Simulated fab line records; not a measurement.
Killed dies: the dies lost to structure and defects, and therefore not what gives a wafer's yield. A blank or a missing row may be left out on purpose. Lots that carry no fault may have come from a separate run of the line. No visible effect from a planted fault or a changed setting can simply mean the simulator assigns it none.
Chamber matching    flow gf180mcu    3 sister chambers for GF_SAB_CVD_00 on pecvd-03
The step deposits SiO2 from TEOS, target thk 50 nm, time 4.9302 s. 6 wafers are shown with their chamber, then 7 later ones without.

WAFERS, EACH WITH ITS CHAMBER
wafer   chamber  heater_power_w (W)
L356.6  0        591
L357.1  0        552
L357.2  1        783
L357.5  2        691
L362.2  1        727
L362.3  2        641

WAFERS WITH NO CHAMBER GIVEN
wafer   heater_power_w (W)
L362.5  715
L365.1  618
L365.3  528
L365.5  626
L368.1  475
L368.2  669
L368.6  650

WHICH CHAMBER EACH ONE RAN IN
wafer   from the rows above      in truth
L362.5  can't be placed: 1 or 2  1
L365.1  can't be placed: 0 or 2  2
L365.3  0                        0
L365.5  can't be placed: 2 or 0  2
L368.1  0                        0
L368.2  2                        2
L368.6  can't be placed: 2 or 0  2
Placed correctly: 3 of 7. Not placeable from these rows: 4 (in 4, the candidates include the true chamber). Placed wrongly: 0.
How it was worked out, from the rows above alone: a wafer's distance from a chamber is the root of the sum, over the readings, of the square of ((its reading less the chamber's mean) divided by the reading's scatter). The wafer belongs to the nearest chamber; if the next one is less than 2 further off, it can't be placed. The mean given for a chamber averages the wafers shown for that chamber. How the scatter is found: for the shown wafers, subtract from each reading the mean of its chamber, square and add these, divide the total by (wafers less chambers), then take the root.
